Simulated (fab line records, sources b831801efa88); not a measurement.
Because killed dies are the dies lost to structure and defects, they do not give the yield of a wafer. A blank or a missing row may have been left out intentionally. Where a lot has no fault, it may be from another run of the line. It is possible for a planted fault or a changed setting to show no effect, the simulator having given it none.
fab line records	flow gf180mcu
[record] lots = 14	wafers = 42	last-day = 34
route steps=602 shown V4@478 MIM@504
lots untouched by any fault: they come from a run of this same line in which no faults occurred
start-h: start of the lot's first displayed wafer, in hours after the record's first day	wait-h: hours since the lot's step before	" unchanged from the row above	L1.1+2: several wafers, shown together as one row	- no value, or no start given	* or withheld: withheld	< > ~ a bound
route shown NAME@n: names a module that has steps shown in the file, with the first one's number in the route	usual: the fault-free wafers' mean and standard deviation	same: alike in all rows	chamber/n: place in a boat	sites: each site's reading	_std_site: standard deviation of those values	_edge_site: the outer-site mean with the inner-site mean subtracted	radius-mm: how far each site lies from the wafer's centre	mask NAME#n: copy n	behind: the last tool/chamber to shape the wafer	hold: what put the lot on hold/how long, in hours/how the hold closed	device: whichever transistor did not switch (one of n, p or np)	end of line: tests of these same wafers at the route's end	a step given without rows: its recipe and nothing more	killed: dies lost to structure and defects at the first sort, not the wafer's yield	map: shows each die of a wafer: x if killed, . if not, _ if none is there
set.NAME: the run value of the setting; set.NAME@STEP: its run value at that earlier step	model.NAME: the simulator's own value behind a step, which no gauge read
a sample of lots followed through the steps of the route, with each step as a table and each wafer as a row
services: from which hour (start-h, from the record's first day; less than 0 if before it) a tool's chamber was out of use, for how many hours, and why
[[steps]]
[step GF_V4_CVD_02]
[recipe] material = SiO2	target-thk-nm = 850	precursor = TEOS	temp-c = 400	time-s = 94.851	rf-w = 600
[usual] heater-power-outer-w = 385/110	heater-power-w = 638/140
lot.wafer	tool	chamber	start-h	wait-h	heater-power-outer-w	heater-power-w	since-wet-clean-h
L988.2	pecvd-01	2	541.81	0.0	480	701	575
L988.4	"	0	"	"	278	500	-
L988.6	"	2	"	"	501	776	-
L990.3	pecvd-03	0	559.85	0.0	254	463	177
L990.4	"	1	"	"	420	695	-
L990.6	"	0	"	"	172	367	-
L991.2	pecvd-01	2	570.26	0.0	484	759	604
L991.4	"	0	"	"	280	508	-
L991.6	"	1	"	"	346	582	-
L993.4	pecvd-03	0	582.82	0.1	247	453	-
L993.5	"	2	"	"	574	890	-
L993.6	"	1	"	"	356	608	-
L994.3	pecvd-03	2	588.31	0.1	588	911	-
L994.4	"	1	"	"	355	618	-
L994.5	"	1	"	"	411	689	-
L996.1	pecvd-01	1	606.73	0.1	364	613	640
L996.3	"	2	"	"	483	754	640
L996.5	"	1	"	"	275	497	-
L998.1	pecvd-03	1	622.22	0.1	442	720	239
L998.2	"	2	"	"	565	862	239
L998.5	"	1	"	"	454	754	-
L997.1	pecvd-01	1	624.95	0.1	291	516	659
L997.2	"	2	"	"	483	745	659
L997.6	"	1	"	"	328	550	-
L100.1	pecvd-03	2	638.64	0.1	492	765	256
L100.3	"	0	"	"	212	426	256
L100.6	"	0	"	"	236	456	-
L101.3	pecvd-03	0	640.16	0.0	245	474	257
L101.4	"	1	"	"	451	737	-
L101.5	"	0	"	"	175	363	-
L102.1	pecvd-01	0	651.39	0.1	328	567	685
L102.2	"	2	"	"	472	738	685
L102.6	"	0	"	"	362	616	-
L103.2	pecvd-03	1	660.69	0.0	455	740	278
L103.3	"	0	"	"	247	461	278
L103.4	"	1	"	"	343	607	-
L106.3	pecvd-01	2	677.86	0.0	493	780	711
L106.4	"	0	"	"	384	633	-
L106.6	"	2	"	"	525	770	-
L111.2	pecvd-03	0	710.98	0.0	201	392	328
L111.3	"	1	"	"	366	616	328
L111.6	"	0	"	"	227	431	-
[step GF_V4_CVD_23]
[recipe] material = W	target-thk-nm = 350	time-s = 104.9	temp-c = 400	pressure-torr = 40
[usual] chamber-pressure-Torr = 40.00/0.076	heater-power-outer-w = 563/38	heater-power-w = 889/44
lot.wafer	tool	chamber	start-h	wait-h	chamber-pressure-Torr	heater-power-outer-w	heater-power-w	since-wet-clean-h
L988.2	cvd-w-01	1	564.77	0.0	40.04	522	829	161
L988.4	"	0	"	"	40.08	620	952	-
L988.6	"	0	"	"	40.06	611	963	-
L990.3	cvd-w-01	1	582.42	0.1	39.94	534	837	-
L990.4	"	0	"	"	39.83	616	956	-
L990.6	"	1	"	"	39.86	527	819	-
L991.2	cvd-w-01	1	593.44	0.0	39.93	537	844	189
L991.4	"	0	"	"	40.10	611	955	-
L991.6	"	1	"	"	39.93	539	809	-
L993.4	cvd-w-02	1	605.55	0.1	39.98	520	899	-
L993.5	"	1	"	"	40.03	538	861	-
L993.6	"	1	"	"	40.01	531	883	-
L994.3	cvd-w-02	1	611.14	0.1	40.02	526	888	-
L994.4	"	1	"	"	40.09	535	896	-
L994.5	"	1	"	"	40.14	550	876	-
L996.1	cvd-w-01	0	628.77	0.0	40.03	621	969	225
L996.3	"	1	"	"	39.91	524	838	-
L996.5	"	0	"	"	40.01	594	940	-
L998.1	cvd-w-02	0	644.25	0.0	39.98	577	877	740
L998.2	"	1	"	"	39.92	538	901	740
L998.5	"	0	"	"	40.02	571	885	-
L997.1	cvd-w-02	0	646.32	0.0	39.99	573	902	742
L997.2	"	1	"	"	40.10	535	910	742
L997.6	"	0	"	"	40.07	572	892	-
L100.1	cvd-w-02	0	661.34	0.0	39.93	579	859	757
L100.3	"	0	"	"	39.88	572	874	-
L100.6	"	0	"	"	39.94	575	884	-
L101.3	cvd-w-01	1	661.73	0.1	39.96	535	855	-
L101.4	"	0	"	"	39.83	604	948	-
L101.5	"	1	"	"	40.02	544	845	-
L102.1	cvd-w-01	1	672.43	0.0	-	-	-	-
L102.2	"	0	"	"	-	-	-	-
L102.6	"	1	"	"	-	-	-	-
L103.2	cvd-w-01	1	680.79	0.0	-	-	-	-
L103.3	"	1	"	"	-	-	-	-
L103.4	"	0	"	"	-	-	-	-
L106.3	cvd-w-01	0	697.73	0.1	40.13	624	948	-
L106.4	"	1	"	"	40.02	527	853	-
L106.6	"	1	"	"	40.12	534	833	-
L111.2	cvd-w-01	1	729.76	0.0	39.96	540	837	326
L111.3	"	1	"	"	39.96	538	841	-
L111.6	"	0	"	"	39.99	630	953	-
[step GF_V4_RS_MEAS_24]
[recipe] thk-meas-gauge = four-point-probe	reads = W_of_V4_CVD_23+TiN_of_V4_SPUTTER_22+Ti_of_V4_SPUTTER_21
[usual] V4_W_RS = 0.327/0.0031
lot.wafer	tool	chamber	start-h	wait-h	V4_W_RS[ohm/sq]
L988.2	film-metro-04	-	564.90	0.1	0.330
L988.4	"	-	"	"	0.335
L988.6	"	-	"	"	0.328
L990.3	film-metro-04	-	582.56	0.1	0.329
L990.4	"	-	"	"	0.328
L990.6	"	-	"	"	0.327
L991.2	film-metro-03	-	593.60	0.1	0.327
L991.4	"	-	"	"	0.328
L991.6	"	-	"	"	0.332
L993.4	film-metro-03	-	605.75	0.2	0.325
L993.5	"	-	"	"	0.325
L993.6	"	-	"	"	0.326
L994.3	film-metro-04	-	611.33	0.2	0.329
L994.4	"	-	"	"	0.327
L994.5	"	-	"	"	0.327
L996.1	film-metro-04	-	628.88	0.1	0.328
L996.3	"	-	"	"	0.327
L996.5	"	-	"	"	0.326
L998.1	film-metro-04	-	644.36	0.1	0.323
L998.2	"	-	"	"	0.328
L998.5	"	-	"	"	0.323
L997.1	film-metro-03	-	646.43	0.1	0.325
L997.2	"	-	"	"	0.328
L997.6	"	-	"	"	0.322
L100.1	film-metro-04	-	661.45	0.1	0.329
L100.3	"	-	"	"	0.331
L100.6	"	-	"	"	0.331
L101.3	film-metro-04	-	661.84	0.1	0.329
L101.4	"	-	"	"	0.329
L101.5	"	-	"	"	0.332
L102.1	film-metro-04	-	672.55	0.1	43.763
L102.2	"	-	"	"	43.907
L102.6	"	-	"	"	43.532
L103.2	film-metro-03	-	680.92	0.1	44.311
L103.3	"	-	"	"	43.828
L103.4	"	-	"	"	44.565
L106.3	film-metro-03	-	697.84	0.1	0.326
L106.4	"	-	"	"	0.327
L106.6	"	-	"	"	0.324
L111.2	film-metro-03	-	729.90	0.1	0.329
L111.3	"	-	"	"	0.327
L111.6	"	-	"	"	0.328
[step GF_V4_THK_MEAS_25]
[recipe] thk-meas-gauge = xrf	reads = W_of_V4_CVD_23
[usual] V4_W_THK = 346/3.8
lot.wafer	tool	chamber	start-h	wait-h	V4_W_THK[nm]
L988.2	film-metro-04	-	565.01	0.1	343
L988.4	"	-	"	"	339
L988.6	"	-	"	"	344
L990.3	film-metro-04	-	582.66	0.1	339
L990.4	"	-	"	"	342
L990.6	"	-	"	"	344
L991.2	film-metro-03	-	593.71	0.1	347
L991.4	"	-	"	"	348
L991.6	"	-	"	"	343
L993.4	film-metro-03	-	605.84	0.1	347
L993.5	"	-	"	"	347
L993.6	"	-	"	"	348
L994.3	film-metro-04	-	611.43	0.1	346
L994.4	"	-	"	"	346
L994.5	"	-	"	"	347
L996.1	film-metro-04	-	629.00	0.1	342
L996.3	"	-	"	"	347
L996.5	"	-	"	"	346
L998.1	film-metro-04	-	644.48	0.1	347
L998.2	"	-	"	"	344
L998.5	"	-	"	"	350
L997.1	film-metro-03	-	646.55	0.1	351
L997.2	"	-	"	"	346
L997.6	"	-	"	"	354
L100.1	film-metro-04	-	661.57	0.1	340
L100.3	"	-	"	"	339
L100.6	"	-	"	"	341
L101.3	film-metro-04	-	661.94	0.1	341
L101.4	"	-	"	"	343
L101.5	"	-	"	"	340
L102.1	film-metro-04	-	672.67	0.1	<0
L102.2	"	-	"	"	-
L102.6	"	-	"	"	-
L103.2	film-metro-03	-	681.03	0.1	<0
L103.3	"	-	"	"	<0
L103.4	"	-	"	"	<0
L106.3	film-metro-03	-	697.94	0.1	349
L106.4	"	-	"	"	347
L106.6	"	-	"	"	349
L111.2	film-metro-03	-	730.01	0.1	340
L111.3	"	-	"	"	344
L111.6	"	-	"	"	346
[step GF_V4_CMP_26]
[recipe] stop-on = SiO2	down-force-psi = 3.5	platen-rpm = 60	t-overpolish-s = 15	target-thk-nm = 0	pad-velocity-m-s = 0.94248
[usual] edge-zone-pressure-frac = 1.000/0.0047	motor-current-A = 11.1/0.93	time-to-endpoint-s = 83/3.4
lot.wafer	tool	chamber	start-h	wait-h	edge-zone-pressure-frac	motor-current-A	time-to-endpoint-s
L988.4	cmp-01	0	565.06	0.0	1.005	9.7	83
L988.2	"	1	"	"	0.997	11.9	81
L988.6	"	0	"	"	1.005	9.8	83
L990.4	cmp-01	0	582.80	0.1	1.006	9.5	85
L990.3	"	1	"	"	1.002	11.7	80
L990.6	"	2	"	"	1.001	9.6	85
L991.4	cmp-01	2	593.81	0.1	1.002	9.6	85
L991.2	"	3	"	"	1.007	11.0	85
L991.6	"	2	"	"	1.002	9.0	83
L993.4	cmp-01	0	605.92	0.1	1.005	9.5	85
L993.5	"	3	"	"	1.007	11.7	83
L993.6	"	0	"	"	1.006	9.5	82
L994.3	cmp-01	0	611.52	0.1	0.999	9.7	85
L994.4	"	1	"	"	1.007	11.6	81
L994.5	"	3	"	"	1.005	11.1	90
L996.1	cmp-01	1	629.06	0.1	0.989	11.6	78
L996.3	"	2	"	"	1.002	10.2	87
L996.5	"	2	"	"	1.000	9.8	90
L998.1	cmp-02	3	644.64	0.1	1.006	11.5	80
L998.2	"	0	"	"	1.010	11.8	77
L998.5	"	1	"	"	1.002	11.4	79
L997.2	cmp-02	1	646.61	0.0	0.996	12.4	82
L997.1	"	2	"	"	0.987	11.3	87
L997.6	"	2	"	"	0.997	11.6	90
L100.3	cmp-02	2	661.68	0.1	0.993	11.4	85
L100.1	"	0	"	"	0.994	11.0	82
L100.6	"	1	"	"	1.003	11.8	84
L101.3	cmp-01	2	662.03	0.1	1.005	9.5	87
L101.4	"	3	"	"	0.999	10.9	87
L101.5	"	1	"	"	0.998	12.0	79
L102.1	cmp-02	1	672.73	0.1	0.993	11.7	0
L102.2	"	0	"	"	1.007	11.7	1
L102.6	"	1	"	"	0.992	12.8	1
L103.3	cmp-02	3	681.08	0.0	1.006	11.3	0
L103.2	"	0	"	"	1.000	11.7	1
L103.4	"	1	"	"	0.982	12.0	0
L106.3	cmp-02	1	697.98	0.0	1.003	12.2	81
L106.4	"	2	"	"	0.993	11.2	82
L106.6	"	1	"	"	0.996	11.4	83
L111.2	cmp-01	2	730.06	0.0	0.999	9.9	84
L111.3	"	0	"	"	0.991	9.2	85
L111.6	"	2	"	"	1.000	10.0	85
[step GF_MIM_SPUTTER_01]
[recipe] material = TiN	target-thk-nm = 30	power-w = 6500	time-s = 25	chamber-pressure-pa = 0.4
[usual] throttle-valve-pct = 30.2/1.2
lot.wafer	tool	chamber	start-h	wait-h	throttle-valve-pct
L988.2	pvd-sputter-01	-	565.46	0.1	27.9
L988.4	"	-	"	"	30.2
L988.6	"	-	"	"	29.8
L990.3	pvd-sputter-02	-	583.10	0.1	32.0
L990.4	"	-	"	"	31.6
L990.6	"	-	"	"	31.1
L991.2	pvd-sputter-01	-	594.16	0.1	28.9
L991.4	"	-	"	"	30.4
L991.6	"	-	"	"	29.0
L993.4	pvd-sputter-04	-	606.27	0.1	28.6
L993.5	"	-	"	"	29.9
L993.6	"	-	"	"	29.0
L994.3	pvd-sputter-02	-	611.87	0.1	31.8
L994.4	"	-	"	"	31.9
L994.5	"	-	"	"	31.7
L996.1	pvd-sputter-01	-	629.46	0.1	30.1
L996.3	"	-	"	"	28.1
L996.5	"	-	"	"	28.1
L998.1	pvd-sputter-02	-	644.94	0.1	30.0
L998.2	"	-	"	"	31.9
L998.5	"	-	"	"	31.3
L997.1	pvd-sputter-01	-	647.01	0.1	30.1
L997.2	"	-	"	"	30.4
L997.6	"	-	"	"	27.9
L100.1	pvd-sputter-02	-	662.03	0.1	29.9
L100.3	"	-	"	"	31.2
L100.6	"	-	"	"	31.8
L101.3	pvd-sputter-01	-	662.38	0.1	30.3
L101.4	"	-	"	"	29.3
L101.5	"	-	"	"	28.9
L106.3	pvd-sputter-02	-	698.38	0.1	31.9
L106.4	"	-	"	"	31.5
L106.6	"	-	"	"	31.3
L111.2	pvd-sputter-01	-	730.46	0.1	30.1
L111.3	"	-	"	"	27.8
L111.6	"	-	"	"	28.2
[step GF_MIM_SPUTTER_04]
[recipe] material = TiN	target-thk-nm = 50	power-w = 6500	time-s = 41.7	chamber-pressure-pa = 0.4
[usual] throttle-valve-pct = 30.2/1.2
lot.wafer	tool	chamber	start-h	wait-h	throttle-valve-pct
L988.2	pvd-sputter-01	-	565.55	0.0	28.1
L988.4	"	-	"	"	30.4
L988.6	"	-	"	"	30.3
L990.3	pvd-sputter-02	-	583.18	0.0	31.9
L990.4	"	-	"	"	31.5
L990.6	"	-	"	"	31.3
L991.2	pvd-sputter-01	-	594.24	0.0	29.2
L991.4	"	-	"	"	30.2
L991.6	"	-	"	"	28.9
L993.4	pvd-sputter-04	-	606.35	0.0	28.8
L993.5	"	-	"	"	30.2
L993.6	"	-	"	"	28.6
L994.3	pvd-sputter-02	-	611.95	0.0	31.6
L994.4	"	-	"	"	31.8
L994.5	"	-	"	"	31.5
L996.1	pvd-sputter-01	-	629.54	0.0	30.2
L996.3	"	-	"	"	28.2
L996.5	"	-	"	"	28.1
L998.1	pvd-sputter-02	-	645.02	0.0	30.0
L998.2	"	-	"	"	32.1
L998.5	"	-	"	"	31.4
L997.1	pvd-sputter-01	-	647.09	0.0	30.1
L997.2	"	-	"	"	30.7
L997.6	"	-	"	"	27.9
L100.1	pvd-sputter-02	-	662.11	0.0	29.9
L100.3	"	-	"	"	31.3
L100.6	"	-	"	"	32.2
L101.3	pvd-sputter-01	-	662.46	0.0	30.4
L101.4	"	-	"	"	29.2
L101.5	"	-	"	"	29.2
L106.3	pvd-sputter-02	-	698.47	0.0	32.0
L106.4	"	-	"	"	31.7
L106.6	"	-	"	"	31.2
L111.2	pvd-sputter-01	-	730.54	0.0	29.9
L111.3	"	-	"	"	28.0
L111.6	"	-	"	"	27.5
[[services]]
tool	chamber	start-h	hours	kind
cvd-w-01	-	539.88	2.8	pm
cmp-02	-	550.99	14.7	pm
pecvd-03	2	553.94	4.9	repair
pvd-sputter-02	-	566.49	4.0	repair
cmp-02	-	568.86	2.2	repair
cmp-02	-	569.16	1.8	repair
cvd-w-01	0	569.17	8.6	repair
pvd-sputter-02	-	569.58	3.6	repair
cmp-02	-	572.00	4.0	pm
cmp-02	-	576.27	2.3	repair
cmp-02	-	577.88	11.2	repair
pecvd-03	0	584.62	9.9	repair
pvd-sputter-01	-	585.84	1.5	repair
cvd-w-01	-	603.91	0.7	repair
cmp-01	-	612.94	0.5	repair
cmp-01	-	640.01	6.2	pm
cvd-w-01	-	644.06	0.3	repair
cvd-w-01	-	646.93	2.4	repair
cmp-01	-	662.70	1.3	repair
pecvd-01	-	672.95	1.3	repair
pecvd-03	-	689.23	2.8	pm
cmp-01	-	714.71	3.7	repair
cmp-02	-	715.99	1.1	repair
pecvd-03	-	717.98	1.3	repair
[[key]]
[first-sign] step = GF_V4_CVD_23	reading = tool-record	direction = missing
[effect] step = GF_V4_RS_MEAS_24	reading = V4_W_RS	direction = up	sigmas = 99+	usual = 0.327	struck = 43.984
[effect] step = GF_V4_THK_MEAS_25	reading = V4_W_THK	direction = down	sigmas = 91	usual = 346	struck = <0
[effect] step = GF_V4_CMP_26	reading = time-to-endpoint-s	direction = down	sigmas = 24	usual = *	struck = *
met-at GF_V4_CVD_23
struck-lots L102,L103
later-rows-left-out L102.1,L102.2,L102.6,L103.2,L103.3,L103.4
sort-left-out L102.1,L102.2,L102.6,L103.2,L103.3,L103.4
not-acting-at GF_V4_CVD_02,GF_MIM_SPUTTER_01,GF_MIM_SPUTTER_04
onset-between 661.73 672.43
[fault] kind = skipped-step-whole	tool = cvd-w-01	chamber = -	onset-h = 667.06	steps = GF_V4_CVD_23	scope = struck-lots-only
// sort-left-out: the simulated sort isn't trusted on such a fault, so these wafers' sort isn't shown, and their yield isn't known
// later-rows-left-out: the simulator's readings of these wafers behind a module that went badly wrong aren't trusted and aren't shown, but for the sort
